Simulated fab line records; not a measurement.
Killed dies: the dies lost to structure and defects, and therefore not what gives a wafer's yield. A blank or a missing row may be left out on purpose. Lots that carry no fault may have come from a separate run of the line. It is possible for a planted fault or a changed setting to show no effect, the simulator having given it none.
What tool caused it? :: flow gf180mcu :: 12 lots with 36 wafers sampled at 6 steps, on a route of 602 steps

## WHAT EACH GAUGE READ, for each wafer
GF_POLY_GATE_THK_MEAS_17. Usual: for POLY_GATE_OXIDATION_THK the level is 4.02 nm and the standard deviation is 0.07.
lot: L322
measured: day 9 13:35
on: filmMetro-01
POLY_GATE_OXIDATION_THK (nm): 3.83 3.95 3.87
flag: 

lot: L323
measured: day 9 22:16
on: filmMetro-01
POLY_GATE_OXIDATION_THK (nm): 3.96 3.92 3.89
flag: 

lot: L324
measured: day 10 01:46
on: filmMetro-04
POLY_GATE_OXIDATION_THK (nm): 4.02 4.05 3.87
flag: 

lot: L328
measured: day 11 04:09
on: filmMetro-01
POLY_GATE_OXIDATION_THK (nm): 4.05 4.04 4.06
flag: 

lot: L329
measured: day 11 13:10
on: filmMetro-01
POLY_GATE_OXIDATION_THK (nm): 4.21 4.11 4.05
flag: 

lot: L330
measured: day 11 22:27
on: filmMetro-01
POLY_GATE_OXIDATION_THK (nm): 4.03 4.11 4.12
flag: 

lot: L331
measured: day 12 03:46
on: filmMetro-04
POLY_GATE_OXIDATION_THK (nm): 3.94 4.01 3.91
flag: 

lot: L332
measured: day 12 12:20
on: filmMetro-01
POLY_GATE_OXIDATION_THK (nm): 4.03 3.98 4.00
flag: 

lot: L333
measured: day 12 23:26
on: filmMetro-04
POLY_GATE_OXIDATION_THK (nm): 4.01 4.03 4.01
flag: 

lot: L336
measured: day 13 21:32
on: filmMetro-01
POLY_GATE_OXIDATION_THK (nm): 3.97 3.99 4.00
flag: 

lot: L343
measured: day 15 18:44
on: filmMetro-01
POLY_GATE_OXIDATION_THK (nm): 3.96 3.92 4.01
flag: 

lot: L344
measured: day 16 03:44
on: filmMetro-04
POLY_GATE_OXIDATION_THK (nm): 4.27 4.11 4.11
flag: 

GF_HV_LDD_OVL_MEAS_47. Usual: for HV_LDD_03_OVL the level is -0.2 nm and the standard deviation is 1.8.
lot: L322
measured: day 12 16:19
on: overlay-02
HV_LDD_03_OVL (nm): 2.1 -0.8 0.9
flag: 

lot: L323
measured: day 13 02:55
on: overlay-02
HV_LDD_03_OVL (nm): 1.8 -0.2 0.8
flag: 

lot: L324
measured: day 13 06:28
on: overlay-02
HV_LDD_03_OVL (nm): -3.3 -2.0 -3.2
flag: 

lot: L328
measured: day 14 14:31
on: overlay-02
HV_LDD_03_OVL (nm): -1.1 -0.2 -1.0
flag: 

lot: L329
measured: day 14 23:40
on: overlay-02
HV_LDD_03_OVL (nm): 1.3 1.7 2.7
flag: 

lot: L330
measured: day 15 10:08
on: overlay-01
HV_LDD_03_OVL (nm): -0.2 -1.5 -0.5
flag: 

lot: L331
measured: day 15 15:37
on: overlay-02
HV_LDD_03_OVL (nm): -3.0 -5.0 -4.5
flag: 

lot: L332
measured: day 15 23:25
on: overlay-02
HV_LDD_03_OVL (nm): -1.1 -0.5 -0.9
flag: 

lot: L333
measured: day 16 11:41
on: overlay-02
HV_LDD_03_OVL (nm): -0.4 0.0 -1.3
flag: 

lot: L336
measured: day 17 15:28
on: overlay-01
HV_LDD_03_OVL (nm): -1.0 -3.6 -0.7
flag: 

lot: L343
measured: day 19 18:53
on: overlay-02
HV_LDD_03_OVL (nm): 0.5 1.1 1.3
flag: 

lot: L344
measured: day 20 03:31
on: overlay-01
HV_LDD_03_OVL (nm): 1.1 2.8 1.5
flag: 

GF_PSD_TW_MEAS_11. Usual: for PSD_TW the level is 3164 and the standard deviation is 32.
lot: L322
measured: day 14 12:41
on: filmMetro-01
PSD_TW: 3146 3142 3156
flag: 

lot: L323
measured: day 15 00:43
on: filmMetro-02
PSD_TW: 3135 3138 3138
flag: 

lot: L324
measured: day 15 01:45
on: filmMetro-02
PSD_TW: 3128 3122 3141
flag: 

lot: L328
measured: day 16 15:16
on: filmMetro-04
PSD_TW: 3210 3222 3195
flag: 

lot: L329
measured: day 16 23:09
on: filmMetro-04
PSD_TW: 3201 3198 3219
flag: 

lot: L330
measured: day 17 10:31
on: filmMetro-01
PSD_TW: 3148 3178 3164
flag: 

lot: L331
measured: day 17 18:04
on: filmMetro-01
PSD_TW: 3154 3144 3146
flag: 

lot: L332
measured: day 18 01:25
on: filmMetro-01
PSD_TW: 3174 3193 3162
flag: 

lot: L333
measured: day 18 14:22
on: filmMetro-01
PSD_TW: 3166 3161 3152
flag: 

lot: L336
measured: day 19 19:59
on: filmMetro-02
PSD_TW: 3549 3551 3534
flag: OFF

lot: L343
measured: day 21 23:11
on: filmMetro-04
PSD_TW: 3624 3611 3612
flag: OFF

lot: L344
measured: day 22 07:15
on: filmMetro-02
PSD_TW: 3146 3146 3131
flag: 

GF_PSD_RS_MEAS_15: uses a four-point probe to measure. Usual: for PSD_RS the level is 108.52 ohm/sq and the standard deviation is 0.26.
lot: L322
measured: day 14 13:01
on: filmMetro-02
PSD_RS (ohm/sq): 108.41 108.55 108.63
flag: 

lot: L323
measured: day 15 01:02
on: filmMetro-02
PSD_RS (ohm/sq): 108.01 108.58 108.12
flag: 

lot: L324
measured: day 15 02:05
on: filmMetro-04
PSD_RS (ohm/sq): 108.04 108.34 108.16
flag: 

lot: L328
measured: day 16 15:35
on: filmMetro-04
PSD_RS (ohm/sq): 108.60 108.84 108.55
flag: 

lot: L329
measured: day 16 23:28
on: filmMetro-01
PSD_RS (ohm/sq): 108.76 108.83 108.48
flag: 

lot: L330
measured: day 17 10:50
on: filmMetro-02
PSD_RS (ohm/sq): 108.44 108.08 108.64
flag: 

lot: L331
measured: day 17 18:23
on: filmMetro-04
PSD_RS (ohm/sq): 108.68 108.83 108.57
flag: 

lot: L332
measured: day 18 01:43
on: filmMetro-02
PSD_RS (ohm/sq): 108.54 108.38 108.62
flag: 

lot: L333
measured: day 18 14:41
on: filmMetro-04
PSD_RS (ohm/sq): 108.10 108.28 108.14
flag: 

lot: L336
measured: day 19 20:32
on: filmMetro-02
PSD_RS (ohm/sq): 97.99 98.02 97.81
flag: OFF

lot: L343
measured: day 21 23:31
on: filmMetro-04
PSD_RS (ohm/sq): 98.16 98.26 98.26
flag: OFF

lot: L344
measured: day 22 07:34
on: filmMetro-02
PSD_RS (ohm/sq): 108.61 108.75 108.43
flag: 

## WHICH TOOL RAN EACH LOT (tool, then ch and the chambers of the sampled wafers, then the start)
lot: L322
GF_PSD_IMPLANT_09: implanter-01 ch 0, day 14 12:28
GF_PSD_STRIP_10: plasmaAsher-01 ch 0,1, day 14 12:36

lot: L323
GF_PSD_IMPLANT_09: implanter-02 ch 0, day 15 00:28
GF_PSD_STRIP_10: plasmaAsher-04 ch 0, day 15 00:36

lot: L324
GF_PSD_IMPLANT_09: implanter-02 ch 0, day 15 01:30
GF_PSD_STRIP_10: plasmaAsher-03 ch 0,1, day 15 01:39

lot: L328
GF_PSD_IMPLANT_09: implanter-04 ch 0, day 16 15:01
GF_PSD_STRIP_10: plasmaAsher-01 ch 0,1, day 16 15:10

lot: L329
GF_PSD_IMPLANT_09: implanter-02 ch 0, day 16 22:54
GF_PSD_STRIP_10: plasmaAsher-03 ch 0,1, day 16 23:03

lot: L330
GF_PSD_IMPLANT_09: implanter-04 ch 0, day 17 10:16
GF_PSD_STRIP_10: plasmaAsher-04 ch 0,1, day 17 10:24

lot: L331
GF_PSD_IMPLANT_09: implanter-02 ch 0, day 17 17:49
GF_PSD_STRIP_10: plasmaAsher-01 ch 0,1, day 17 17:58

lot: L332
GF_PSD_IMPLANT_09: implanter-04 ch 0, day 18 01:10
GF_PSD_STRIP_10: plasmaAsher-04 ch 0,1, day 18 01:19

lot: L333
GF_PSD_IMPLANT_09: implanter-01 ch 0, day 18 14:07
GF_PSD_STRIP_10: plasmaAsher-01 ch 0,1, day 18 14:15

lot: L336
GF_PSD_IMPLANT_09: implanter-04 ch 0, day 19 19:23
GF_PSD_STRIP_10: plasmaAsher-04 ch 0,1, day 19 19:53

lot: L343
GF_PSD_IMPLANT_09: implanter-04 ch 0, day 21 22:38
GF_PSD_STRIP_10: plasmaAsher-01 ch 0,1, day 21 23:05

lot: L344
GF_PSD_IMPLANT_09: implanter-04 ch 0, day 22 07:00
GF_PSD_STRIP_10: plasmaAsher-01 ch 0,1, day 22 07:09
- GF_PSD_IMPLANT_09
- GF_PSD_STRIP_10: strips in O2/N2.

## AS READ BY THE TOOLS THEMSELVES (means over the sampled wafers that have a number; for cases with no such wafer, the mark the record gives instead)
GF_PSD_STRIP_10. Usual: drypumpMotorCurrentA 5.9 A, standard deviation 0.43; heaterPowerW 333 W, standard deviation 30; oesProductAu 0.592 a.u., standard deviation 0.0047; stripTimeToEndpointS 16.53 s, standard deviation 0.032.
lot: L322
tool: plasmaAsher-01
drypumpMotorCurrentA (A): 6.2
heaterPowerW (W): 328
oesProductAu (a.u.): 0.590
stripTimeToEndpointS (s): 16.52
flag: 

lot: L323
tool: plasmaAsher-04
drypumpMotorCurrentA (A): 6.0
heaterPowerW (W): 364
oesProductAu (a.u.): 0.590
stripTimeToEndpointS (s): 16.59
flag: 

lot: L324
tool: plasmaAsher-03
drypumpMotorCurrentA (A): 5.7
heaterPowerW (W): 296
oesProductAu (a.u.): 0.589
stripTimeToEndpointS (s): 16.50
flag: 

lot: L328
tool: plasmaAsher-01
drypumpMotorCurrentA (A): 6.2
heaterPowerW (W): 328
oesProductAu (a.u.): 0.593
stripTimeToEndpointS (s): 16.52
flag: 

lot: L329
tool: plasmaAsher-03
drypumpMotorCurrentA (A): 5.7
heaterPowerW (W): 296
oesProductAu (a.u.): 0.595
stripTimeToEndpointS (s): 16.55
flag: 

lot: L330
tool: plasmaAsher-04
drypumpMotorCurrentA (A): 5.9
heaterPowerW (W): 354
oesProductAu (a.u.): 0.591
stripTimeToEndpointS (s): 16.58
flag: 

lot: L331
tool: plasmaAsher-01
drypumpMotorCurrentA (A): 6.2
heaterPowerW (W): 331
oesProductAu (a.u.): 0.592
stripTimeToEndpointS (s): 16.54
flag: 

lot: L332
tool: plasmaAsher-04
drypumpMotorCurrentA (A): 5.9
heaterPowerW (W): 351
oesProductAu (a.u.): 0.593
stripTimeToEndpointS (s): 16.55
flag: 

lot: L333
tool: plasmaAsher-01
drypumpMotorCurrentA (A): 6.2
heaterPowerW (W): 327
oesProductAu (a.u.): 0.591
stripTimeToEndpointS (s): 16.52
flag: 

lot: L336
tool: plasmaAsher-04
drypumpMotorCurrentA (A): 5.8
heaterPowerW (W): 338
oesProductAu (a.u.): 0.551
stripTimeToEndpointS (s): 18.87
flag: OFF

lot: L343
tool: plasmaAsher-01
drypumpMotorCurrentA (A): 5.9
heaterPowerW (W): 344
oesProductAu (a.u.): 0.548
stripTimeToEndpointS (s): 18.91
flag: OFF

lot: L344
tool: plasmaAsher-01
drypumpMotorCurrentA (A): 5.9
heaterPowerW (W): 349
oesProductAu (a.u.): 0.592
stripTimeToEndpointS (s): 16.53
flag: 

## THE ANSWER, worked out from the rows above alone
Rule: a lot counts as off when the mean over its wafers that have a number is more than 3 standard deviations away from the usual mean. A lot without any number at a reading at which 4 lots or more have one is off too. Where the step has rows for the other lots, those lots are counted as sound. Order of review: gauges by route order, followed by the tools' own readings, for which a lot's mean as printed above is used. The first step at which some lot is off is used, and at that step the reading that is off furthest; a lot without a number counts as furthest.
Off: L336, L343, seen at GF_PSD_TW_MEAS_11 (PSD_TW).
A tool fits if, at a process step before that reading, it ran every lot that is off, and no sound lot after the first of them. The gauges at GF_PSD_TW_MEAS_11 aren't tried: what is off there is off at GF_PSD_STRIP_10 too, on other tools, and a gauge's error can't cause that. Not one of the candidates tried fits.

## WHAT THE SIMULATOR PUT IN
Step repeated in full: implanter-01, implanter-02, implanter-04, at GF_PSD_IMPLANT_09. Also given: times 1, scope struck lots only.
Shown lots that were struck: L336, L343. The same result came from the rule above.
